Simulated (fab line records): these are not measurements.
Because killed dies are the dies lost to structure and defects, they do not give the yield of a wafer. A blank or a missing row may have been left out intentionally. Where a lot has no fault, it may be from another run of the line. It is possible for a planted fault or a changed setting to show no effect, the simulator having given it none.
2 desks, one fault | flow sky130 | numbers are kept per desk, each desk with only its own; the story behind them comes last

== AT THE TOOL OWNER'S DESK: lithoTrack-04 ==
The tool's own readings at SKY_VIA3_DEVELOP_11 (develop time 60 s): means of the sampled wafers that have a number, for each lot that ran on this tool. A lot is out of limits, marked OUT, if its mean lies more than 4 standard deviations from the usual mean; the brackets give that distance.
Columns: A = chillPlateTempC at SKY_VIA3_DEVELOP_11, usual 23.01 C; B = developerTempC at SKY_VIA3_DEVELOP_11, usual 21.00 C
lot  | first seen here | A     | B
L550 | day 39 13:00    | 23.02 | 21.11
L551 | day 39 23:00    | 22.92 | 20.96
L552 | day 41 03:00    | 23.11 | 20.94
L556 | day 41 10:00    | 22.94 | 20.23 (-7.8) OUT
L557 | day 41 13:00    | 23.02 | 20.18 (-8.4) OUT
Finding of this desk: L556, L557 out of limits; the first was L556 at day 41 10:00, on developerTempC at SKY_VIA3_DEVELOP_11. L550, L551, L552 stayed within limits.

== THE METROLOGY DESK ==
What the gauges read, lot by lot, whatever tool the lot ran on: means of the sampled wafers that have a number. A lot is out of limits, marked OUT, if its mean lies more than 4 standard deviations from the usual mean; the brackets give that distance.
Columns: A = cdNm at SKY_METAL3_CD_MEAS_13, usual 300.1 nm
lot  | first seen here | A
L550 | day 38 13:02    | 300.6
L551 | day 38 21:37    | 299.2
L552 | day 40 01:34    | 300.3
L556 | day 40 07:32    | 299.6
L557 | day 40 11:30    | 300.5
L562 | day 42 07:31    | 300.2
L564 | day 43 11:35    | 299.7
L568 | day 43 16:12    | 301.3
L569 | day 43 17:11    | 300.9
L571 | day 44 12:04    | 299.9
L572 | day 44 16:24    | 301.0
L573 | day 44 18:21    | 299.1
Result from this desk: across the 12 lots, nothing is out of limits.

== ALL TOGETHER ==
The tool owner's desk could have raised an alarm at day 41 10:00, on L556, L557.
Nothing out of limits was seen by the metrology desk.
The metrology desk holds a record of L556, L557, inside its limits.
SKY_VIA3_DEVELOP_11 was run on lithoTrack-04 by each of the lots named.

== WHAT THE SIMULATOR HAD PUT IN ==
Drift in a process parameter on lithoTrack-04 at SKY_VIA3_DEVELOP_11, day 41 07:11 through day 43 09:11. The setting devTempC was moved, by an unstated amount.
Shown lots that were struck: L556, L557.
Each desk's first reading out of limits, in hours after the fault started: the tool owner's desk, 3.
